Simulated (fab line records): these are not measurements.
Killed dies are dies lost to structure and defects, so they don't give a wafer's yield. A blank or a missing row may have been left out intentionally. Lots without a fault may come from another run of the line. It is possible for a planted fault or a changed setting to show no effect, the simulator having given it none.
Which tool was responsible? + flow gf180mcu + 14 lots, 42 wafers sampled, at 3 steps of a route of 602

WHAT THE GAUGES READ, wafer by wafer
GF_V3_OVL_MEAS_15. Usual: V3_OVL gives 2 nm (standard deviation 4.8).
| lot  | measured     | on         | V3_OVL (nm) | flag |
|------|--------------|------------|-------------|------|
| L483 | day 22 12:41 | overlay-01 | 7 8 10      |      |
| L485 | day 23 06:45 | overlay-02 | 6 4 6       |      |
| L487 | day 23 20:24 | overlay-02 | 2 0 3       |      |
| L488 | day 24 14:34 | overlay-01 | 2 1 -6      |      |
| L490 | day 25 09:23 | overlay-01 | -9 7 4      |      |
| L494 | day 26 21:44 | overlay-02 | -6 -1 -1    |      |
| L493 | day 26 22:05 | overlay-01 | -1 -3 -4    |      |
| L495 | day 27 04:31 | overlay-01 | -1 6 2      |      |
| L497 | day 27 18:18 | overlay-01 | 5 8 6       |      |
| L498 | day 27 19:20 | overlay-01 | 5 -1 1      |      |
| L502 | day 28 18:50 | overlay-02 | 7 1 7       |      |
| L503 | day 29 00:48 | overlay-02 | 2 4 1       |      |
| L504 | day 29 09:01 | overlay-02 | -4 1 -9     |      |
| L505 | day 29 16:45 | overlay-01 | 2 3 9       |      |

TOOL THAT RAN EACH LOT (tool first, then ch and the chambers of the sampled wafers, then the start)
| lot  | GF_CONTACT_CMP_27             | GF_V2_ETCH_17                                 |
|------|-------------------------------|-----------------------------------------------|
| L483 | cmp-02 ch 0,1,3, day 16 08:22 | rie_diel-02 ch 0,1,2, day 22 12:41 or earlier |
| L485 | cmp-01 ch 2,3, day 17 01:24   | rie_diel-04 ch 1,3, day 23 06:45 or earlier   |
| L487 | cmp-02 ch 1,2,3, day 17 15:51 | rie_diel-02 ch 0,3, day 23 20:24 or earlier   |
| L488 | cmp-02 ch 1,2,3, day 18 10:53 | rie_diel-02 ch 0,1, day 24 14:34 or earlier   |
| L490 | cmp-01 ch 2,3, day 19 08:24   | rie_diel-04 ch 0,1,3, day 25 09:23 or earlier |
| L494 | cmp-02 ch 1,2, day 20 22:59   | rie_diel-02 ch 0,3, day 26 21:44 or earlier   |
| L493 | cmp-02 ch 0,2,3, day 21 02:21 | rie_diel-01 ch 0,1,3, day 26 22:05 or earlier |
| L495 | cmp-02 ch 0,2,3, day 21 07:08 | rie_diel-01 ch 0,1,3, day 27 04:31 or earlier |
| L497 | cmp-01 ch 1,2,3, day 21 23:28 | rie_diel-01 ch 0,1,2, day 27 18:18 or earlier |
| L498 | cmp-02 ch 0,1,2, day 22 02:23 | rie_diel-04 ch 0,1,2, day 27 19:20 or earlier |
| L502 | cmp-01 ch 1,3, day 23 04:46   | rie_diel-02 ch 0,1,3, day 28 18:50 or earlier |
| L503 | cmp-01 ch 1,2,3, day 23 13:19 | rie_diel-04 ch 1,2, day 29 00:48 or earlier   |
| L504 | cmp-01 ch 0,1,2, day 23 20:20 | rie_diel-01 ch 0,1, day 29 09:01 or earlier   |
| L505 | cmp-01 ch 1,2,3, day 24 05:41 | rie_diel-04 ch 0,2, day 29 16:45 or earlier   |
- GF_CONTACT_CMP_27: polishes, stops on SiO2, t overpolish 15 s, target thk 0 nm.
- GF_V2_ETCH_17: etches SiO2 in C4F8/O2/Ar, stops on TiN, target depth 630 nm.

AS READ BY THE TOOLS THEMSELVES (means over the sampled wafers that have a number; for cases with no such wafer, the mark the record gives instead)
GF_CONTACT_CMP_27. Usual: head_pressure_psi 3.499 psi, standard deviation 0.0076; motor_current_A 11.9 A, standard deviation 1.1; overpolish_run_s 15.001 s, standard deviation 0.0077; time_to_endpoint_s 72 s, standard deviation 3.8.
| lot  | tool   | head_pressure_psi (psi) | motor_current_A (A) | overpolish_run_s (s) | time_to_endpoint_s (s) | flag |
|------|--------|-------------------------|---------------------|----------------------|------------------------|------|
| L483 | cmp-02 | 3.501                   | 12.1                | 14.998               | 71                     |      |
| L485 | cmp-01 | 3.499                   | 12.4                | 15.000               | 69                     |      |
| L487 | cmp-02 | 3.500                   | 12.1                | 15.000               | 77                     |      |
| L488 | cmp-02 | 3.493                   | 11.8                | 14.996               | 73                     |      |
| L490 | cmp-01 | 3.504                   | 12.3                | 15.008               | 72                     |      |
| L494 | cmp-02 | 3.503                   | 10.7                | 14.998               | 72                     |      |
| L493 | cmp-02 | 2.928                   | 11.1                | 15.009               | 87                     | OFF  |
| L495 | cmp-02 | 2.926                   | 11.1                | 14.999               | 84                     | OFF  |
| L497 | cmp-01 | 3.501                   | 12.5                | 14.998               | 72                     |      |
| L498 | cmp-02 | 2.919                   | 10.3                | 14.997               | 88                     | OFF  |
| L502 | cmp-01 | 3.504                   | 12.2                | 15.002               | 70                     |      |
| L503 | cmp-01 | 3.501                   | 12.5                | 15.001               | 70                     |      |
| L504 | cmp-01 | 3.494                   | 11.6                | 15.008               | 74                     |      |
| L505 | cmp-01 | 3.497                   | 12.5                | 15.000               | 74                     |      |

GF_V2_ETCH_17. Usual: bias_w 1200 W, standard deviation 3.8; oes_product_au 0.856 a.u., standard deviation 0.0043.
| lot  | tool        | bias_w (W) | oes_product_au (a.u.) | flag |
|------|-------------|------------|-----------------------|------|
| L483 | rie_diel-02 | 1199       | 0.858                 |      |
| L485 | rie_diel-04 | 1198       | 0.855                 |      |
| L487 | rie_diel-02 | 1200       | 0.854                 |      |
| L488 | rie_diel-02 | 1201       | 0.855                 |      |
| L490 | rie_diel-04 | 1199       | 0.853                 |      |
| L494 | rie_diel-02 | 1199       | 0.858                 |      |
| L493 | rie_diel-01 | 1197       | 0.858                 |      |
| L495 | rie_diel-01 | 1200       | 0.852                 |      |
| L497 | rie_diel-01 | 1200       | 0.857                 |      |
| L498 | rie_diel-04 | 1198       | 0.856                 |      |
| L502 | rie_diel-02 | 1200       | 0.855                 |      |
| L503 | rie_diel-04 | 1199       | 0.855                 |      |
| L504 | rie_diel-01 | 1198       | 0.854                 |      |
| L505 | rie_diel-04 | 1199       | 0.858                 |      |

THE ANSWER, worked out from the rows above alone
Rule: lot off if the mean of its wafers having a number is beyond 3 standard deviations from the usual mean. A lot without any number at a reading at which 4 lots or more have one is off too. Any other lot the step has rows for is counted as sound. The gauges are gone through in route order, then the tools' own readings, and for those a lot's mean is taken as printed above. The first step at which some lot is off is used, and at that step the reading that is off furthest; a lot without a number counts as furthest.
Off: L493, L495, L498, at GF_CONTACT_CMP_27 (head_pressure_psi).
A tool fits if, at that step or a process step before it, it ran every lot that is off, and no sound lot after the first of them. One fits: GF_CONTACT_CMP_27 on cmp-02. A fault onset in the window from L494 (day 20 22:59, its last sound lot) to L493 (day 21 02:21, its first lot off) fits.
The tool's own readings at GF_CONTACT_CMP_27 bear it out: on the lots that are off they differ by more than 5 times the standard deviation of the sound lots' means. head_pressure_psi reads 2.924 psi there against 3.500 psi on the sound lots; time_to_endpoint_s reads 86 s there against 72 s on the sound lots.

WHAT WAS PUT IN BY THE SIMULATOR
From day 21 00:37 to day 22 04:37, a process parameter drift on cmp-02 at GF_CONTACT_CMP_27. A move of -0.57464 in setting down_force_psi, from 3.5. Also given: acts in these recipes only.
Shown lots that were struck: L493, L495, L498. The same result came from the rule above.
